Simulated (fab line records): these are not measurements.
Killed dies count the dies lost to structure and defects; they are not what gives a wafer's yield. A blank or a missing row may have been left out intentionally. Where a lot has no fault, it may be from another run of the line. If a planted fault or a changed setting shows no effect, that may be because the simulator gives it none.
Comparing a struck lot with a sound one | flow sky130 | 15 steps out of a route of 708
Sound: wafers L589.2, L589.3, L589.5. Wafers L588.1, L588.5, L588.6 were the ones struck. The cause comes at the end.
For every step that has rows: the tool of each side, followed by ch and its chambers, followed by its first start. Under that, the readings that differ: sound wafers | struck wafers | difference of the means | sigmas: that difference in standard deviations of wafers without a fault.
alike: same words and numbers on both sides, and readings whose means sit less than 2 such deviations apart. not compared: any withheld reading, any reading some wafer has no value for, any bound like >300 that may hide the same value, and any number with overlapping values for which the record gives no deviation.
A row with sigmas, a row that says differs or no value, or rows on one side alone: a step with any of these is where the two part. Numbers that don't overlap but have no deviation are shown without sigmas and don't part them. A reading that every wafer of one side lacks parts them only if that side has two wafers or more.

first, 5 steps without rows for these wafers: SKY_VT_ADJUST_LVTN_COAT_02 (resist thk 3000 nm); SKY_VT_ADJUST_LVTN_SOFTBAKE_03; SKY_VT_ADJUST_LVTN_EXPOSE_04 (exposes mask NWM COMPLEMENT LESS NATIVE, target cd 840 nm); SKY_VT_ADJUST_LVTN_PEB_05; SKY_VT_ADJUST_LVTN_DEVELOP_06 (develop time 60 s).
SKY_VT_ADJUST_LVTN_OVL_MEAS_07:
  struck on overlay-01, day 9 13:47; sound on overlay-01, day 9 21:50
  alike: VT_ADJUST_LVTN_OVL
next, for these wafers, 1 step has no rows: SKY_VT_ADJUST_LVTN_IMPLANT_08.
SKY_VT_ADJUST_LVTN_STRIP_09: strips in O2/N2.
  sound on plasma_asher-01 ch 0,1, day 9 22:01; struck on plasma_asher-01 ch 0,1, day 9 13:58
  alike: drypump_motor_current_A, oes_product_au, strip_time_to_endpoint_s
  not compared: rf_hours_counter_h
SKY_VT_ADJUST_LVTN_TW_MEAS_10:
  struck on film_metro-03, day 9 14:04; sound on film_metro-03, day 9 22:08
  alike: VT_ADJUST_LVTN_TW
then, 3 steps without rows for these wafers: SKY_VT_ADJUST_LVTN_DEHYDRATE_11 (time 60 s); SKY_VT_ADJUST_LVTN_HMDS_12 (prime time 60 s); SKY_VT_ADJUST_LVTN_COAT_13 (resist thk 1140 nm).
SKY_VT_ADJUST_LVTN_SOFTBAKE_14: time 60 s.
  sound on litho_track-03 ch 0, day 10 08:34; struck on litho_track-01 ch 0, day 10 01:55
  reading                  | sound             | struck            | difference | sigmas
  heater_power_total_W (W) | 56.58 56.55 56.49 | 55.98 55.96 56.04 | -0.55      | -12
  plate_temp_C (C)         | 90.17 90.07 90.07 | 89.34 89.55 89.47 | -0.65      | -6
then, 2 steps without rows for these wafers: SKY_VT_ADJUST_LVTN_EXPOSE_15 (exposes mask HVN STD DERIVED, target cd 600 nm); SKY_PAD_OPEN_PROBE_99.

## WHERE THEY PART
Only at SKY_VT_ADJUST_LVTN_SOFTBAKE_14, within this record.

WHY: what the simulator had put in
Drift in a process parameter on litho_track-01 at SKY_VT_ADJUST_LVTN_SOFTBAKE_14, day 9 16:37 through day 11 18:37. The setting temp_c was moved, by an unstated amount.
